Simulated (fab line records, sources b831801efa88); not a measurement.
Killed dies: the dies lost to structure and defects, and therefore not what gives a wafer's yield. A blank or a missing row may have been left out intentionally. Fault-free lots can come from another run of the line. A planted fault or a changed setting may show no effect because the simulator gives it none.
fab line records	flow sky130
record lots=11	wafers=33	last-day=50
route steps=708 shown VIA2@527 METAL3@534 CAPM@537 PAD_OPEN@708
lots untouched by any fault: they come from a run of this same line in which no faults occurred
start-h: hours from the record's opening day to when the first of the lot's shown wafers began	wait-h: hours elapsed since this lot's preceding step	" as in the row above	L1.1+2: several wafers, shown together as one row	- no value, or no start given	* or withheld: withheld	< > ~ a bound
route shown NAME@n: names a module that has steps shown in the file, with the first one's number in the route	usual: average and standard deviation across the fault-free wafers	same: alike in all rows	chamber/n: place in a boat	sites: readings site by site	_std_site: standard deviation across them	_edge_site: mean of outer sites minus mean of inner sites	radius-mm: for every site, how far away it sits from the centre of the wafer	mask NAME#n: copy n	behind: the tool/chamber that last shaped the wafer	hold: why the lot was held/for how many hours/how that ended	device: which transistor (n, p or np) failed to switch	end of line: the tests these same wafers got at the end of their route	a step given without rows: its recipe and nothing more	killed: not the wafer's yield, but the dies lost to structure and defects at the first sort	map: dies across one wafer; x = killed, . = not, _ = none there
set.NAME: the setting the step ran with; set.NAME@STEP: the setting that earlier step ran with	model.NAME: the simulator's own value behind a step, which no gauge read
a sample of lots followed through the steps of the route, with each step as a table and each wafer as a row
services: when a tool's chamber went out of use (start-h, in hours from the record's first day, below 0 if earlier), for how many hours, and the reason
## steps
# step SKY_VIA2_SPUTTER_20
# recipe material=TiN	target-thk-nm=20	chamber-pressure-pa=5	power-w=4000	time-s=80
# usual cathode-dc-power-W=4000.0/0.75	throttle-valve-pct=30.2/0.92
lot.wafer	tool	chamber	start-h	wait-h	cathode-dc-power-W	throttle-valve-pct
L821.1	pvd-sputter-02	-	839.73	0.0	4000.2	31.4
L821.5	"	-	"	"	4001.3	31.2
L821.6	"	-	"	"	4000.2	29.7
L824.4	pvd-sputter-02	-	894.46	0.0	3999.2	30.1
L824.5	"	-	"	"	4000.1	30.9
L824.6	"	-	"	"	3999.9	29.6
L826.2	pvd-sputter-03	-	894.82	0.0	4000.0	31.5
L826.3	"	-	"	"	3999.7	29.9
L826.6	"	-	"	"	3998.9	30.0
L825.1	pvd-sputter-02	-	895.69	0.0	4001.6	31.2
L825.2	"	-	"	"	4000.8	29.3
L825.6	"	-	"	"	4000.2	30.0
L828.1	pvd-sputter-04	-	902.15	0.0	4000.0	30.7
L828.2	"	-	"	"	4000.3	31.0
L828.4	"	-	"	"	3999.3	27.0
L833.1	pvd-sputter-02	-	944.19	0.0	3999.9	31.2
L833.5	"	-	"	"	4001.0	30.9
L833.6	"	-	"	"	4000.2	29.5
L838.2	pvd-sputter-02	-	972.59	0.0	4000.4	30.2
L838.3	"	-	"	"	3998.9	29.5
L838.6	"	-	"	"	4000.6	30.4
L839.2	pvd-sputter-04	-	981.87	0.0	3999.1	31.3
L839.5	"	-	"	"	4000.5	30.7
L839.6	"	-	"	"	3998.6	31.2
L840.2	pvd-sputter-02	-	990.61	0.0	4001.5	29.7
L840.3	"	-	"	"	4000.6	30.2
L840.5	"	-	"	"	4000.1	29.9
L841.1	pvd-sputter-02	-	998.56	0.0	4000.3	30.0
L841.2	"	-	"	"	3999.4	31.2
L841.6	"	-	"	"	4001.0	29.6
L842.1	pvd-sputter-03	-	1000.75	0.0	4000.9	31.4
L842.2	"	-	"	"	3999.5	31.6
L842.4	"	-	"	"	3999.3	30.2
# step SKY_METAL3_SPUTTER_02
# recipe material=AlCu	target-thk-nm=735	power-w=10600	time-s=39.1	chamber-pressure-pa=0.4
# usual cathode-dc-power-W=10600/2	throttle-valve-pct=30.1/1.1
lot.wafer	tool	chamber	start-h	wait-h	cathode-dc-power-W	throttle-valve-pct
L821.1	pvd-sputter-04	-	840.45	0.0	10601	27.5
L821.5	"	-	"	"	10600	30.6
L821.6	"	-	"	"	10602	29.5
L824.4	pvd-sputter-01	-	895.18	0.0	10601	28.6
L824.5	"	-	"	"	10599	30.5
L824.6	"	-	"	"	10598	28.7
L826.2	pvd-sputter-03	-	895.54	0.0	10601	29.9
L826.3	"	-	"	"	10599	31.2
L826.6	"	-	"	"	10601	31.4
L825.1	pvd-sputter-04	-	896.41	0.0	10601	29.5
L825.2	"	-	"	"	10599	30.9
L825.6	"	-	"	"	10602	30.4
L828.1	pvd-sputter-01	-	902.87	0.0	10603	29.9
L828.2	"	-	"	"	10598	30.0
L828.4	"	-	"	"	10605	28.5
L833.1	pvd-sputter-03	-	944.91	0.0	10603	31.4
L833.5	"	-	"	"	10602	31.4
L833.6	"	-	"	"	10603	31.2
L838.2	pvd-sputter-04	-	974.89	0.0	10598	27.3
L838.3	"	-	"	"	10600	30.9
L838.6	"	-	"	"	10599	30.9
L839.2	pvd-sputter-03	-	982.59	0.0	10604	30.2
L839.5	"	-	"	"	10603	29.9
L839.6	"	-	"	"	10603	31.4
L840.2	pvd-sputter-03	-	991.33	0.0	10599	31.2
L840.3	"	-	"	"	10599	31.2
L840.5	"	-	"	"	10598	29.6
L841.1	pvd-sputter-03	-	999.28	0.0	10600	30.3
L841.2	"	-	"	"	10601	31.5
L841.6	"	-	"	"	10605	31.3
L842.1	pvd-sputter-04	-	1001.58	0.0	10601	31.2
L842.2	"	-	"	"	10600	27.4
L842.4	"	-	"	"	10598	30.4
# step SKY_CAPM_CVD_00
# recipe material=SiO2	target-thk-nm=15.5	temp-c=400	time-s=withheld	rf-w=450
# usual heater-power-w=711/110	susceptor-temp-C=399.98/0.24
lot.wafer	tool	chamber	start-h	wait-h	heater-power-w	susceptor-temp-C
L821.1	pecvd-02	0	840.55	0.0	561	399.76
L821.5	"	0	"	"	558	399.99
L821.6	"	2	"	"	826	399.70
L824.4	pecvd-04	1	895.30	0.0	591	399.71
L824.5	"	0	"	"	678	399.72
L824.6	"	2	"	"	803	399.98
L826.2	pecvd-02	1	895.65	0.0	693	399.30
L826.3	"	0	"	"	563	400.05
L826.6	"	0	"	"	573	399.87
L825.1	pecvd-03	2	896.52	0.0	820	400.36
L825.2	"	0	"	"	756	400.11
L825.6	"	0	"	"	746	399.99
L828.1	pecvd-02	1	902.98	0.0	665	399.99
L828.2	"	2	"	"	838	400.09
L828.4	"	0	"	"	500	399.99
L833.1	pecvd-03	2	945.02	0.0	914	399.88
L833.5	"	2	"	"	921	399.93
L833.6	"	1	"	"	693	400.28
L838.2	pecvd-03	0	974.99	0.0	787	400.18
L838.3	"	2	"	"	899	399.52
L838.6	"	0	"	"	758	400.12
L839.2	pecvd-02	1	982.69	0.0	712	399.76
L839.5	"	1	"	"	708	399.74
L839.6	"	0	"	"	540	-
L840.2	pecvd-02	1	991.43	0.0	579	399.75
L840.3	"	0	"	"	498	-
L840.5	"	1	"	"	609	399.92
L841.1	pecvd-04	1	999.39	0.0	582	399.82
L841.2	"	2	"	"	813	400.47
L841.6	"	0	"	"	706	400.41
L842.1	pecvd-04	2	1001.68	0.0	774	400.06
L842.2	"	0	"	"	700	400.04
L842.4	"	2	"	"	775	399.59
# step SKY_CAPM_THK_MEAS_01
# recipe reads=SiO2_of_CAPM_CVD_00
# usual CAPM_CVD_00_THK=15.53/0.22
lot.wafer	tool	chamber	start-h	wait-h	hold	CAPM_CVD_00_THK[nm]
L821.1	film-metro-03	-	840.58	-	-	15.64
L821.5	"	-	"	"	-	15.81
L821.6	"	-	"	"	-	16.00
L824.4	film-metro-03	-	895.34	-	-	15.52
L824.5	"	-	"	"	-	15.45
L824.6	"	-	"	"	-	15.27
L826.2	film-metro-03	-	895.68	-	-	15.53
L826.3	"	-	"	"	-	15.71
L826.6	"	-	"	"	-	15.90
L825.1	film-metro-01	-	896.54	-	-	15.15
L825.2	"	-	"	"	-	15.35
L825.6	"	-	"	"	-	15.75
L828.1	film-metro-01	-	903.00	-	-	15.40
L828.2	"	-	"	"	-	15.63
L828.4	"	-	"	"	-	15.67
L833.1	film-metro-03	-	945.05	-	-	15.43
L833.5	"	-	"	"	-	15.73
L833.6	"	-	"	"	-	15.41
L838.2	film-metro-01	-	975.08	-	-	15.12
L838.3	"	-	"	"	-	15.19
L838.6	"	-	"	"	-	15.50
L839.2	film-metro-03	-	982.72	-	await-dispo/0.2h/release	15.16
L839.5	"	-	"	"	await-dispo/0.2h/release	15.45
L839.6	"	-	"	"	await-dispo/0.2h/release	11.78
L839.2	film-metro-03	-	982.95	0.2	-	15.18
L839.5	"	-	"	"	-	15.47
L839.6	"	-	"	"	-	11.78
L840.2	film-metro-03	-	991.47	-	await-dispo/0.2h/release	15.49
L840.3	"	-	"	"	await-dispo/0.2h/release	11.76
L840.5	"	-	"	"	await-dispo/0.2h/release	15.65
L840.2	film-metro-03	-	991.74	0.3	-	15.49
L840.3	"	-	"	"	-	11.80
L840.5	"	-	"	"	-	15.67
L841.1	film-metro-04	-	999.41	-	-	15.45
L841.2	"	-	"	"	-	15.38
L841.6	"	-	"	"	-	15.57
L842.1	film-metro-03	-	1001.71	-	-	15.31
L842.2	"	-	"	"	-	15.22
L842.4	"	-	"	"	-	15.44
# step SKY_CAPM_STRIP_14
# recipe chemistry=O2/N2	power-w=1400	pressure-mtorr=1500	platen-temp-c=withheld	o2-flow-sccm=3000	n2-flow-sccm=300	overash-fraction=0.5
# usual drypump-motor-current-A=5.5/0.46	oes-product-au=0.710/0.0045	strip-time-to-endpoint-s=12.66/0.046
# same overash-fraction=0.5
lot.wafer	tool	chamber	start-h	wait-h	drypump-motor-current-A	oes-product-au	rf-hours-counter-h	strip-time-to-endpoint-s
L821.1	plasma-asher-02	1	867.83	0.1	6.5	0.707	12	12.65
L821.5	"	1	"	"	6.5	0.714	-	12.64
L821.6	"	0	"	"	5.2	0.708	-	12.67
L824.4	plasma-asher-01	1	920.01	0.1	5.4	0.710	-	12.67
L824.5	"	0	"	"	5.6	0.711	-	12.70
L824.6	"	1	"	"	5.4	0.720	-	12.69
L826.2	plasma-asher-01	1	920.27	0.1	5.4	0.719	76	12.60
L826.3	"	1	"	"	5.4	0.713	-	12.61
L826.6	"	1	"	"	5.4	0.714	-	12.66
L825.1	plasma-asher-02	0	921.93	0.1	5.2	0.712	17	12.63
L825.2	"	1	"	"	6.5	0.709	17	12.69
L825.6	"	0	"	"	5.2	0.716	-	12.63
L828.1	plasma-asher-01	0	927.62	0.1	5.7	0.710	76	12.62
L828.2	"	1	"	"	5.4	0.711	76	12.62
L828.4	"	0	"	"	5.7	0.706	-	12.65
L833.1	plasma-asher-01	1	968.95	0.1	5.4	0.718	80	12.72
L833.5	"	1	"	"	5.4	0.708	-	12.73
L833.6	"	0	"	"	5.7	0.711	-	12.71
L838.2	plasma-asher-04	0	999.05	0.1	5.0	0.715	59	12.72
L838.3	"	1	"	"	5.6	0.708	-	12.76
L838.6	"	1	"	"	5.6	0.711	-	12.75
L839.2	plasma-asher-04	1	1006.35	0.1	5.7	0.712	59	12.62
L839.5	"	0	"	"	5.0	0.710	-	12.69
L839.6	"	1	"	"	5.6	0.719	-	12.60
L840.2	plasma-asher-04	1	1015.12	0.1	5.6	0.713	60	12.70
L840.3	"	1	"	"	5.6	0.712	-	12.69
L840.5	"	1	"	"	5.6	0.708	-	12.70
L841.1	plasma-asher-02	0	1023.50	0.1	5.2	0.710	28	12.70
L841.2	"	1	"	"	6.5	0.709	28	12.71
L841.6	"	0	"	"	5.2	0.705	-	12.73
L842.1	plasma-asher-04	1	1024.87	0.1	5.6	0.712	61	12.63
L842.2	"	0	"	"	5.0	0.708	61	12.62
L842.4	"	0	"	"	5.0	0.707	-	12.66
# step SKY_METAL3_ETCH_17
# recipe target=SiO2	stop-on=TiN	chemistry=C4F8/O2/Ar	source-w=1500	bias-w=1200	pressure-mtorr=40	c4f8-flow-sccm=withheld	O2_flow_sccm=6	Ar_flow_sccm=300	time-s=3.9	target-depth-a=150
# usual oes-product-au=0.755/0.0073
lot.wafer	tool	chamber	start-h	wait-h	oes-product-au	rf-hours-counter-h
L821.1	rie-diel-03	1	896.52	0.2	0.760	4
L821.5	"	1	"	"	0.755	-
L821.6	"	2	"	"	0.767	-
L824.4	rie-diel-04	1	944.61	0.0	0.748	-
L824.5	"	0	"	"	0.739	-
L824.6	"	3	"	"	0.746	-
L826.2	rie-diel-03	0	944.90	0.1	0.751	13
L826.3	"	2	"	"	0.760	16
L826.6	"	0	"	"	0.759	-
L825.1	rie-diel-04	3	946.34	0.1	0.744	18
L825.2	"	0	"	"	0.736	20
L825.6	"	0	"	"	0.754	-
L828.1	rie-diel-03	3	952.11	0.1	0.756	11
L828.2	"	2	"	"	0.760	16
L828.4	"	1	"	"	0.757	6
L833.1	rie-diel-04	3	993.80	0.1	0.757	19
L833.5	"	3	"	"	0.759	-
L833.6	"	2	"	"	0.752	-
L838.2	rie-diel-03	0	1022.36	0.1	0.741	16
L838.3	"	2	"	"	0.741	19
L838.6	"	1	"	"	0.755	-
L839.2	rie-diel-04	0	1030.06	0.1	0.742	23
L839.5	"	0	"	"	0.757	-
L839.6	"	3	"	"	0.663	-
L840.2	rie-diel-04	0	1036.90	0.1	0.750	23
L840.3	"	2	"	"	0.660	20
L840.5	"	3	"	"	0.758	-
L841.1	rie-diel-03	0	1046.01	0.1	0.757	17
L841.2	"	1	"	"	0.747	9
L841.6	"	2	"	"	0.754	-
L842.1	rie-diel-04	1	1047.30	0.1	0.749	13
L842.2	"	0	"	"	0.749	23
L842.4	"	3	"	"	0.765	20
# step SKY_PAD_OPEN_PROBE_99
# usual defect-limited-yield=82.5/1.9	killed_at_M0_to_M3=44/6.6	killed_at_M4_up=3.0/2	killed-at-contacts=24/5.1	killed-at-front-end=15/4.1	killed-at-other=0.4/0.62	killed-dies=86/9.3	killed-open=46/6.8	killed-short=40/5.8
# same gross-dies=492	killed-at-back-side=0
lot.wafer	tool	chamber	start-h	wait-h	defect-limited-yield[%]	killed_at_M0_to_M3	killed_at_M4_up	killed-at-contacts	killed-at-front-end	killed-at-other	killed-dies	killed-open	killed-short
L821.1	prober-01	-	1071.33	0.1	81.5	46	2	29	14	0	91	47	44
L821.5	prober-01	-	1071.53	0.2	81.5	46	8	24	13	0	91	48	43
L821.6	prober-01	-	1071.58	0.2	82.3	41	5	24	17	0	87	42	45
L824.4	prober-02	-	1106.61	0.2	81.1	49	0	27	17	0	93	57	36
L824.5	prober-02	-	1106.66	0.2	80.3	47	3	32	15	0	97	53	42
L824.6	prober-02	-	1106.71	0.2	80.9	46	5	28	15	0	94	47	45
L826.2	prober-01	-	1107.83	0.1	81.7	50	4	20	16	0	90	42	48
L826.3	prober-01	-	1107.88	0.2	80.5	54	3	24	15	0	96	54	40
L826.6	prober-01	-	1108.03	0.2	82.9	33	3	30	18	0	84	51	33
L825.1	prober-02	-	1111.13	0.1	82.9	38	5	25	16	0	84	51	33
L825.2	prober-02	-	1111.18	0.1	88.0	28	0	13	18	0	59	32	27
L825.6	prober-02	-	1111.38	0.2	84.3	39	3	19	16	0	77	45	32
L828.1	prober-01	-	1116.70	0.1	82.5	38	1	32	15	0	86	42	44
L828.2	prober-01	-	1116.75	0.1	79.7	47	3	30	20	0	100	62	38
L828.4	prober-01	-	1116.85	0.2	83.5	43	2	21	15	0	81	43	38
L833.1	prober-02	-	1147.65	0.1	84.6	42	2	24	8	0	76	43	33
L833.5	prober-02	-	1147.85	0.2	85.4	34	3	23	12	0	72	39	31
L833.6	prober-02	-	1147.90	0.2	82.9	41	4	24	15	0	84	38	45
L838.2	prober-01	-	1169.43	0.1	81.3	45	2	22	23	0	92	43	49
L838.3	prober-01	-	1169.48	0.2	83.1	41	1	26	14	1	83	51	32
L838.6	prober-01	-	1169.63	0.2	85.0	43	4	21	6	0	74	41	33
L839.2	prober-02	-	1178.91	0.1	79.3	54	0	30	17	1	102	60	42
L839.5	prober-02	-	1179.06	0.2	80.1	54	2	23	19	0	98	58	40
L839.6	prober-02	-	1179.11	0.2	80.3	47	5	25	20	0	97	49	48
L840.2	prober-01	-	1180.98	0.1	85.2	39	4	17	12	1	73	41	31
L840.3	prober-01	-	1181.03	0.2	82.9	41	4	28	11	0	84	50	33
L840.5	prober-01	-	1181.13	0.2	81.3	52	1	22	16	1	92	49	43
L841.1	prober-01	-	1187.44	0.1	85.4	36	3	21	11	1	72	38	34
L841.2	prober-01	-	1187.49	0.1	83.1	43	1	22	16	1	83	48	35
L841.6	prober-01	-	1187.69	0.2	83.7	42	3	20	15	0	80	43	37
L842.1	prober-02	-	1188.01	0.1	83.1	38	1	24	20	0	83	45	38
L842.2	prober-02	-	1188.06	0.1	80.7	50	3	27	15	0	95	58	37
L842.4	prober-02	-	1188.16	0.2	82.7	49	3	18	15	0	85	45	40
# killed by level:class
L821.1 CONTACT:geometric-particle:open=11 VIA1:geometric-particle:open=8 LOCAL_INTERCONNECT:geometric-particle:short=8 METAL1:geometric-particle:short=6 VIA2:geometric-particle:open=6 VIA3:geometric-particle:open=6 METAL3:geometric-particle:short=5 POLY_GATE:geometric-particle:short=4
L821.5 VIA2:geometric-particle:open=9 VIA1:geometric-particle:short=8 VIA1:geometric-particle:open=8 CONTACT:geometric-particle:open=7 METAL1:geometric-particle:short=6 POLY_GATE:geometric-particle:open=5 LI_CONTACT:geometric-particle:short=5 LI_CONTACT:geometric-particle:open=5
L821.6 VIA1:geometric-particle:open=13 LOCAL_INTERCONNECT:geometric-particle:short=8 CONTACT:geometric-particle:open=7 FIELD_ISO:geometric-particle:short=6 VIA2:geometric-particle:open=6 LI_CONTACT:geometric-particle:short=4 POLY_GATE:geometric-particle:open=4 METAL4:geometric-particle:short=4
L824.4 VIA3:geometric-particle:open=14 VIA1:geometric-particle:open=10 LI_CONTACT:geometric-particle:open=8 CONTACT:geometric-particle:open=7 LOCAL_INTERCONNECT:geometric-particle:short=6 FIELD_ISO:geometric-particle:short=5 POLY_GATE:geometric-particle:open=5 VIA2:geometric-particle:open=5
L824.5 VIA1:geometric-particle:open=14 CONTACT:geometric-particle:open=9 LI_CONTACT:geometric-particle:short=6 VIA2:geometric-particle:open=6 POLY_GATE:geometric-particle:short=5 VIA3:geometric-particle:open=5 LI_CONTACT:geometric-particle:open=5 LOCAL_INTERCONNECT:geometric-particle:short=5
L824.6 VIA1:geometric-particle:short=9 LI_CONTACT:geometric-particle:open=9 VIA1:geometric-particle:open=9 METAL1:geometric-particle:short=7 CONTACT:geometric-particle:open=7 VIA2:geometric-particle:open=7 POLY_GATE:geometric-particle:short=5 VIA3:geometric-particle:open=5
L826.2 METAL2:geometric-particle:short=10 VIA2:geometric-particle:open=9 LI_CONTACT:geometric-particle:open=8 METAL1:geometric-particle:short=7 CONTACT:geometric-particle:open=6 VIA1:geometric-particle:open=6 VIA2:geometric-particle:short=6 FIELD_ISO:geometric-particle:open=4
L826.3 CONTACT:geometric-particle:open=13 VIA1:geometric-particle:open=11 VIA2:geometric-particle:open=11 VIA1:geometric-particle:short=6 VIA3:geometric-particle:open=6 CONTACT:geometric-particle:short=5 VIA2:geometric-particle:short=4 FIELD_ISO:geometric-particle:short=3
L826.6 CONTACT:geometric-particle:open=15 VIA1:geometric-particle:open=11 FIELD_ISO:geometric-particle:open=7 CONTACT:geometric-particle:short=7 LI_CONTACT:geometric-particle:open=5 VIA2:geometric-particle:open=5 FIELD_ISO:geometric-particle:short=4 METAL1:geometric-particle:short=4
L825.1 CONTACT:geometric-particle:open=11 VIA1:geometric-particle:open=10 FIELD_ISO:geometric-particle:open=6 LI_CONTACT:geometric-particle:open=6 VIA1:geometric-particle:short=6 VIA3:geometric-particle:open=6 METAL1:geometric-particle:short=5 LI_CONTACT:geometric-particle:short=4
L825.2 CONTACT:geometric-particle:open=7 VIA1:geometric-particle:open=7 FIELD_ISO:geometric-particle:open=5 POLY_GATE:geometric-particle:open=5 VIA1:geometric-particle:short=5 CONTACT:geometric-particle:short=4 METAL2:geometric-particle:short=3 VIA2:geometric-particle:short=3
L825.6 CONTACT:geometric-particle:open=8 VIA1:geometric-particle:open=8 VIA2:geometric-particle:open=8 VIA3:geometric-particle:open=7 POLY_GATE:geometric-particle:short=5 CONTACT:geometric-particle:short=5 LI_CONTACT:geometric-particle:open=4 METAL1:geometric-particle:short=4
L828.1 CONTACT:geometric-particle:open=11 METAL1:geometric-particle:short=8 LI_CONTACT:geometric-particle:open=7 VIA3:geometric-particle:open=7 POLY_GATE:geometric-particle:short=6 VIA1:geometric-particle:open=6 FIELD_ISO:geometric-particle:short=5 CONTACT:geometric-particle:short=5
L828.2 VIA1:geometric-particle:open=14 LI_CONTACT:geometric-particle:open=9 CONTACT:geometric-particle:open=9 METAL1:geometric-particle:short=8 FIELD_ISO:geometric-particle:open=7 LI_CONTACT:geometric-particle:short=6 VIA2:geometric-particle:open=5 VIA3:geometric-particle:open=5
L828.4 VIA1:geometric-particle:open=12 CONTACT:geometric-particle:open=10 VIA1:geometric-particle:short=7 VIA3:geometric-particle:open=6 POLY_GATE:geometric-particle:short=5 METAL1:geometric-particle:short=5 FIELD_ISO:geometric-particle:open=4 METAL2:geometric-particle:short=4
L833.1 VIA3:geometric-particle:open=10 VIA1:geometric-particle:open=8 VIA2:geometric-particle:open=7 LI_CONTACT:geometric-particle:open=6 CONTACT:geometric-particle:open=6 FIELD_ISO:geometric-particle:short=5 CONTACT:geometric-particle:short=4 LI_CONTACT:geometric-particle:short=3
L833.5 CONTACT:geometric-particle:open=9 METAL1:geometric-particle:short=6 VIA2:geometric-particle:open=6 VIA3:geometric-particle:open=6 FIELD_ISO:geometric-particle:short=5 LI_CONTACT:geometric-particle:open=5 METAL3:geometric-particle:short=5 VIA1:geometric-particle:open=4
L833.6 VIA1:geometric-particle:open=9 CONTACT:geometric-particle:open=9 METAL1:geometric-particle:short=8 VIA2:geometric-particle:open=8 FIELD_ISO:geometric-particle:short=7 CONTACT:geometric-particle:short=6 METAL2:geometric-particle:short=5 LI_CONTACT:geometric-particle:open=4
L838.2 CONTACT:geometric-particle:open=10 METAL1:geometric-particle:short=7 POLY_GATE:geometric-particle:open=6 VIA1:geometric-particle:open=6 VIA1:geometric-particle:short=6 VIA3:geometric-particle:open=6 FIELD_ISO:geometric-particle:short=5 LOCAL_INTERCONNECT:geometric-particle:short=5
L838.3 CONTACT:geometric-particle:open=11 VIA2:geometric-particle:open=9 CONTACT:geometric-particle:short=6 METAL1:geometric-particle:short=6 VIA3:geometric-particle:open=6 VIA1:geometric-particle:open=6 POLY_GATE:geometric-particle:open=5 FIELD_ISO:geometric-particle:open=4
L838.6 LI_CONTACT:geometric-particle:open=9 CONTACT:geometric-particle:open=7 METAL1:geometric-particle:short=7 VIA1:geometric-particle:open=7 VIA2:geometric-particle:open=7 METAL2:geometric-particle:short=5 METAL4:geometric-particle:short=4 VIA3:geometric-particle:open=4
L839.2 VIA1:geometric-particle:open=15 CONTACT:geometric-particle:open=10 LI_CONTACT:geometric-particle:open=8 VIA3:geometric-particle:open=8 POLY_GATE:geometric-particle:open=6 VIA3:geometric-particle:short=6 POLY_GATE:geometric-particle:short=5 METAL1:geometric-particle:short=5
L839.5 VIA2:geometric-particle:open=11 LI_CONTACT:geometric-particle:open=10 VIA1:geometric-particle:open=9 VIA3:geometric-particle:open=8 CONTACT:geometric-particle:open=7 FIELD_ISO:geometric-particle:open=5 VIA2:geometric-particle:short=5 METAL2:geometric-particle:short=5
L839.6 CONTACT:geometric-particle:open=10 METAL2:geometric-particle:short=9 VIA1:geometric-particle:open=8 METAL1:geometric-particle:short=7 VIA2:geometric-particle:open=7 FIELD_ISO:geometric-particle:open=6 LOCAL_INTERCONNECT:geometric-particle:short=6 FIELD_ISO:geometric-particle:short=5
L840.2 VIA2:geometric-particle:open=12 CONTACT:geometric-particle:open=10 METAL1:geometric-particle:short=6 VIA1:geometric-particle:open=5 VIA3:geometric-particle:open=5 LI_CONTACT:geometric-particle:open=4 POLY_GATE:geometric-particle:short=4 VIA1:geometric-particle:short=4
L840.3 CONTACT:geometric-particle:open=13 VIA2:geometric-particle:open=11 METAL1:geometric-particle:short=7 CONTACT:geometric-particle:short=5 VIA1:geometric-particle:open=5 VIA3:geometric-particle:open=5 LI_CONTACT:geometric-particle:open=4 VIA1:geometric-particle:short=4
L840.5 CONTACT:geometric-particle:open=11 VIA3:geometric-particle:open=9 VIA1:geometric-particle:open=8 METAL1:geometric-particle:short=7 METAL2:geometric-particle:short=7 VIA2:geometric-particle:open=6 FIELD_ISO:geometric-particle:open=4 LOCAL_INTERCONNECT:geometric-particle:short=4
L841.1 VIA1:geometric-particle:open=10 VIA3:geometric-particle:open=8 METAL2:geometric-particle:short=6 LI_CONTACT:geometric-particle:short=5 LI_CONTACT:geometric-particle:open=5 LOCAL_INTERCONNECT:geometric-particle:short=4 CONTACT:geometric-particle:short=4 VIA2:geometric-particle:open=4
L841.2 VIA2:geometric-particle:open=10 POLY_GATE:geometric-particle:open=8 VIA1:geometric-particle:open=8 VIA3:geometric-particle:open=6 LOCAL_INTERCONNECT:geometric-particle:short=6 CONTACT:geometric-particle:open=6 METAL2:geometric-particle:short=6 LI_CONTACT:geometric-particle:open=5
L841.6 VIA1:geometric-particle:open=13 CONTACT:geometric-particle:open=9 METAL1:geometric-particle:short=6 VIA1:geometric-particle:short=6 POLY_GATE:geometric-particle:open=5 VIA2:geometric-particle:open=5 LI_CONTACT:geometric-particle:open=4 LOCAL_INTERCONNECT:geometric-particle:short=4
L842.1 CONTACT:geometric-particle:open=11 VIA1:geometric-particle:open=11 POLY_GATE:geometric-particle:open=6 POLY_GATE:geometric-particle:short=5 LI_CONTACT:geometric-particle:open=5 METAL1:geometric-particle:short=5 METAL2:geometric-particle:short=5 VIA2:geometric-particle:open=4
L842.2 VIA1:geometric-particle:open=15 METAL2:geometric-particle:short=14 CONTACT:geometric-particle:open=11 LI_CONTACT:geometric-particle:open=8 FIELD_ISO:geometric-particle:open=7 VIA1:geometric-particle:short=6 CONTACT:geometric-particle:short=5 VIA2:geometric-particle:open=5
L842.4 VIA1:geometric-particle:open=14 CONTACT:geometric-particle:open=7 METAL1:geometric-particle:short=7 VIA1:geometric-particle:short=7 POLY_GATE:geometric-particle:open=6 METAL3:geometric-particle:short=4 LI_CONTACT:geometric-particle:open=4 VIA3:geometric-particle:open=4
## services
tool	chamber	start-h	hours	kind
pecvd-02	2	819.45	3.6	repair
pecvd-04	-	820.05	2.8	pm
rie-diel-03	3	822.77	11.0	repair
plasma-asher-01	-	832.91	2.8	pm
plasma-asher-02	-	833.90	2.6	repair
rie-diel-03	0	836.64	2.2	repair
pvd-sputter-04	-	843.98	14.7	repair
pecvd-03	-	867.69	14.6	pm
pecvd-03	-	895.03	0.9	repair
pvd-sputter-04	-	903.38	32.2	repair
pecvd-02	1	912.87	8.6	repair
pvd-sputter-01	-	915.19	2.7	repair
plasma-asher-04	-	917.96	3.3	repair
rie-diel-04	2	918.74	9.9	repair
rie-diel-03	0	919.19	15.4	repair
pecvd-02	-	919.66	6.0	pm
rie-diel-04	2	942.19	4.8	repair
rie-diel-04	1	952.67	2.9	repair
rie-diel-04	3	964.81	17.0	repair
rie-diel-03	3	991.12	9.3	repair
pecvd-03	0	998.43	3.6	repair
plasma-asher-04	-	1002.30	2.8	pm
pecvd-02	-	1006.74	2.8	pm
pecvd-03	-	1010.78	0.8	repair
## key
first-sign step=SKY_CAPM_THK_MEAS_01	reading=visit	direction=added
effect step=SKY_CAPM_THK_MEAS_01	reading=CAPM_CVD_00_THK	direction=down	sigmas=17	usual=15.53	struck=11.77
effect step=SKY_METAL3_ETCH_17	reading=oes-product-au	direction=down	sigmas=13	usual=0.755	struck=0.661
met-at SKY_CAPM_CVD_00
struck-lots L839,L840
struck-wafers L839.6,L840.3
not-acting-at SKY_VIA2_SPUTTER_20,SKY_METAL3_SPUTTER_02,SKY_CAPM_STRIP_14
onset-between 902.98 982.69
fault kind=process-parameter-drift	tool=pecvd-02	chamber=0	onset-h=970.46	steps=SKY_CAPM_CVD_00	channel=time-s	offset=withheld	shape=step	end-h=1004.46	acts-in=*
